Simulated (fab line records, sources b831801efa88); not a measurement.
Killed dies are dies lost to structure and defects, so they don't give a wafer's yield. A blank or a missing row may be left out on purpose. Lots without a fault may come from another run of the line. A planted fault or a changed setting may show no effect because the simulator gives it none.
A struck lot beside a sound one | flow sky130 | 16 steps out of a route of 708
Sound: wafers L584.1, L584.4, L584.6. Struck: wafer L590.6. (L590.3, L590.4 of the same lot were not struck and are left out.) The cause comes at the end.
At each step with rows: each side's tool, then ch and its chambers, then its first start. Under that, the readings that differ: sound wafers | struck wafers | difference of the means | sigmas: that difference in standard deviations of wafers without a fault.
alike: readings whose means differ by less than 2 such deviations, and words and numbers that are the same on both sides. not compared: withheld readings, readings that some wafer has no value for, bounds like >300 that may hide the same value, and numbers for which the record gives no deviation and whose values overlap.
The two part at a step that has a row with sigmas, a row that says differs or no value, or rows on one side only. Numbers that don't overlap but have no deviation are shown without sigmas and don't part them. A reading that every wafer of one side lacks parts them only if that side has two wafers or more.

SKY_SD_N_OVL_MEAS_08:
  sound on overlay-01, day 30 05:53; struck on overlay-02, day 31 11:05
  alike: SD_N_OVL
then, 2 steps without rows for these wafers: SKY_SD_N_IMPLANT_09; SKY_SD_N_IMPLANT_10.
SKY_SD_N_STRIP_11: strips in O2/N2.
  sound on plasma_asher-03 ch 0,1, day 30 06:13; struck on plasma_asher-02 ch 0, day 31 11:27
  alike: drypump_motor_current_A, oes_product_au, strip_time_to_endpoint_s
  not compared: rf_hours_counter_h
SKY_SD_N_TW_MEAS_12:
  sound on film_metro-03, day 30 06:19; struck on film_metro-01, day 31 11:32
  alike: SD_N_TW
then, 1 step without rows for these wafers: SKY_SD_N_CLEAN_13 (cleans in SC1/SC2, time 150 s).
SKY_SD_N_RTA_14: time 2 s.
  sound on rtp_anneal-01 ch 0, day 30 06:25; struck on rtp_anneal-01 ch 0, day 31 11:38
  alike: lamp_power_pct, wafer_temp_C_max
SKY_SD_N_RS_MEAS_16: measures by four-point-probe.
  sound on film_metro-01, day 30 06:36; struck on film_metro-03, day 31 11:50
  alike: SD_N_RS
SKY_SD_N_RS_MEAS_17: measures by four-point-probe.
  sound on film_metro-01, day 30 06:43; struck on film_metro-03, day 31 11:58
  reading          | sound             | struck | difference | sigmas
  SD_P_RS (ohm/sq) | 148.3 148.8 148.5 | 147.9  | -0.6       | -2
SKY_SD_N_RS_MEAS_18: measures by four-point-probe.
  sound on film_metro-01, day 30 06:50; struck on film_metro-03, day 31 12:05
  alike: RES_XHIGH_RS
then, 1 step without rows for these wafers: SKY_SALICIDE_CLEAN_00 (cleans in HF-last, time 30 s).
SKY_LI_CONTACT_HDPCVD_00: deposits PSG, target thk 930 nm, time 155 s.
  sound on hdpcvd-02 ch 0,1,2, day 30 06:58; struck on hdpcvd-02 ch 2, day 31 12:10
  reading                                       | sound             | struck | difference | sigmas
  run_length_s (s)                              | 184.1 183.5 183.3 | 202.1  | +18.5      | +31
  model.PSG_of_LI_CONTACT_HDPCVD_00.thk_nm (nm) | 933.6 929 933.7   | 1039   | +107       |
SKY_LI_CONTACT_THK_MEAS_01:
  sound on film_metro-01, day 30 07:05; struck on film_metro-01, day 31 12:18
  reading                    | sound       | struck | difference | sigmas
  LI_CONTACT_HDPCVD_THK (nm) | 933 929 934 | 1038   | +106       | +14
SKY_LI_CONTACT_CMP_02: polishes PSG.
  sound on cmp-02 ch 0,2, day 30 07:11; struck on cmp-02 ch 0, day 31 12:20
  reading                | sound          | struck | difference | sigmas
  time_to_endpoint_s (s) | 35.6 32.8 36.2 | 43.2   | +8.3       | +4
  alike: motor_current_A
SKY_LI_CONTACT_BOW_MEAS_03:
  sound on film_metro-01, day 30 07:26; struck on film_metro-02, day 31 12:41
  alike: LI_CONTACT_BOW
SKY_PAD_OPEN_PROBE_99:
  the record has rows for the sound wafers here (prober-01, day 47 13:36) and none for the struck ones

WHERE THEY PART
First at SKY_SD_N_RS_MEAS_17; last, within this record, at SKY_PAD_OPEN_PROBE_99.

WHY: what the simulator had put in
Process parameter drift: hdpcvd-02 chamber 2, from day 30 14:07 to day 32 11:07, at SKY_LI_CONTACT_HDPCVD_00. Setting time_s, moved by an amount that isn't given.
